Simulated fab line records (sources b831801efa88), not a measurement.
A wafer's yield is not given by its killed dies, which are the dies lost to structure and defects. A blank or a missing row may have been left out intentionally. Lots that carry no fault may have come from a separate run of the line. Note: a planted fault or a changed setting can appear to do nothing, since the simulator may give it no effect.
Check of tool commonality | flow sky130 | 12 lots, 36 wafers sampled

## REASON IT WAS OPENED
At SKY_LDD_HVN_TW_MEAS_10 the reading LDD_HVN_TW is flagged on 2 of 12 lots. Fault-free wafers read 1432, with a standard deviation of 23.
Rule: a lot is flagged in two cases, either no wafer of it has a number, or all its wafers with numbers fall more than 4 standard deviations from that mean. As for the other lots, they are considered sound.

lot  | measured     | on            | LDD_HVN_TW, wafer by wafer | flag
L983 | day 20 08:16 | film metro-04 | 1410 1402 1405             |
L984 | day 20 13:51 | film metro-04 | 1406 1398 1398             |
L986 | day 21 09:44 | film metro-04 | 1401 1407 1404             |
L988 | day 22 16:00 | film metro-01 | 1446 1438 1446             |
L989 | day 23 07:37 | film metro-04 | 1407 1408 1406             |
L990 | day 23 08:55 | film metro-01 | 1449 1447 1446             |
L991 | day 23 09:32 | film metro-01 | 1446 1441 1444             |
L994 | day 24 05:13 | film metro-01 | 1451 1445 1451             |
L998 | day 25 13:59 | film metro-02 | 1451 1461 1454             |
L999 | day 27 08:37 | film metro-04 | 1200 1201 1202             | FLAGGED
L100 | day 27 10:40 | film metro-04 | 1191 1189 1197             | FLAGGED
L105 | day 28 01:26 | film metro-02 | 1465 1456 1456             |
The mean of the flagged lots' numbers is 1197, -235 from the usual (-10 standard deviations).

## LOT BY LOT: THE TOOL USED
The record holds 2 process steps before the reading, out of a route of 708 steps. Read each cell as the tool, then ch plus the chambers that the sampled wafers visited, then the start.
lot  | flag    | SKY_POLY_GATE_ETCH_17            | SKY_LDD_HVN_IMPLANT_08
L983 |         | rie si-01 ch 0,1, day 16 10:53   | implanter-02 ch 0, day 20 08:01
L984 |         | rie si-01 ch 0,3, day 16 16:49   | implanter-02 ch 0, day 20 13:37
L986 |         | rie si-01 ch 0,1,2, day 17 11:20 | implanter-02 ch 0, day 21 09:31
L988 |         | rie si-02 ch 2,3, day 18 18:07   | implanter-01 ch 0, day 22 15:46
L989 |         | rie si-02 ch 1,3, day 19 10:35   | implanter-01 ch 0, day 23 07:22
L990 |         | rie si-01 ch 0,1,3, day 19 11:02 | implanter-01 ch 0, day 23 08:41
L991 |         | rie si-02 ch 3, day 19 11:32     | implanter-03 ch 0, day 23 09:17
L994 |         | rie si-02 ch 0,3, day 20 08:08   | implanter-01 ch 0, day 24 05:00
L998 |         | rie si-01 ch 1,3, day 21 17:56   | implanter-01 ch 0, day 25 13:44
L999 | FLAGGED | rie si-02 ch 0,2,3, day 23 14:50 | implanter-01 ch 0, day 27 08:22
L100 | FLAGGED | rie si-02 ch 1,2,3, day 23 15:14 | implanter-01 ch 0, day 27 10:25
L105 |         | rie si-02 ch 0,1, day 24 06:58   | implanter-03 ch 0, day 28 01:13
These steps, and what they do:
- SKY_POLY_GATE_ETCH_17: etches poly-Si in HBr/Cl2, stops on SiO2, target depth 180 nm, time 70.5 s.
- SKY_LDD_HVN_IMPLANT_08
- SKY_LDD_HVN_TW_MEAS_10

## FLAGGED AGAINST TOTAL, ONE TOOL AT A TIME (gauges that did the reading follow at the end)
step                   | tool          | lots run | flagged | share of the flagged lots | sound lots run after its first flagged lot
SKY_POLY_GATE_ETCH_17  | rie si-01     | 5        | 0       | none                      | -
SKY_POLY_GATE_ETCH_17  | rie si-02     | 7        | 2       | all                       | 1 (L105)
SKY_LDD_HVN_IMPLANT_08 | implanter-01  | 7        | 2       | all                       | 0
SKY_LDD_HVN_IMPLANT_08 | implanter-02  | 3        | 0       | none                      | -
SKY_LDD_HVN_IMPLANT_08 | implanter-03  | 2        | 0       | none                      | -
SKY_LDD_HVN_TW_MEAS_10 | film metro-01 | 4        | 0       | none                      | -
SKY_LDD_HVN_TW_MEAS_10 | film metro-02 | 2        | 0       | none                      | -
SKY_LDD_HVN_TW_MEAS_10 | film metro-04 | 6        | 2       | all                       | 0

## WHAT IS ALLOWED BY THE TABLE
In the table, 3 rows ran each flagged lot (rie si-02 at SKY_POLY_GATE_ETCH_17; implanter-01 at SKY_LDD_HVN_IMPLANT_08; film metro-04 at SKY_LDD_HVN_TW_MEAS_10).
- rie si-02 at SKY_POLY_GATE_ETCH_17 ran 7 lots, 2 of them flagged. After the first flagged lot (L105), sound lots still ran on it; a lasting fault on the whole tool would not permit that.
- implanter-01 at SKY_LDD_HVN_IMPLANT_08 ran 7 lots, 2 of them flagged. Its last sound lot is L998 (day 25 13:44), its first flagged lot L999 (day 27 08:22): a fault that began between those two fits. Its own readings (dose ions cm2, faraday current uA) fall more than 4 standard deviations out on all wafers of the flagged lots.
- film metro-04 at SKY_LDD_HVN_TW_MEAS_10 ran 6 lots, 2 of them flagged. Its last sound lot is L989 (day 23 07:37), its first flagged lot L999 (day 27 08:37): a fault that began between those two fits.
Counting lots can't tell these 2 tools apart, because each fits a fault that began at some hour. More lots, or a look at what each step does to the wafer, might.

## WHAT THE SIMULATOR PUT IN
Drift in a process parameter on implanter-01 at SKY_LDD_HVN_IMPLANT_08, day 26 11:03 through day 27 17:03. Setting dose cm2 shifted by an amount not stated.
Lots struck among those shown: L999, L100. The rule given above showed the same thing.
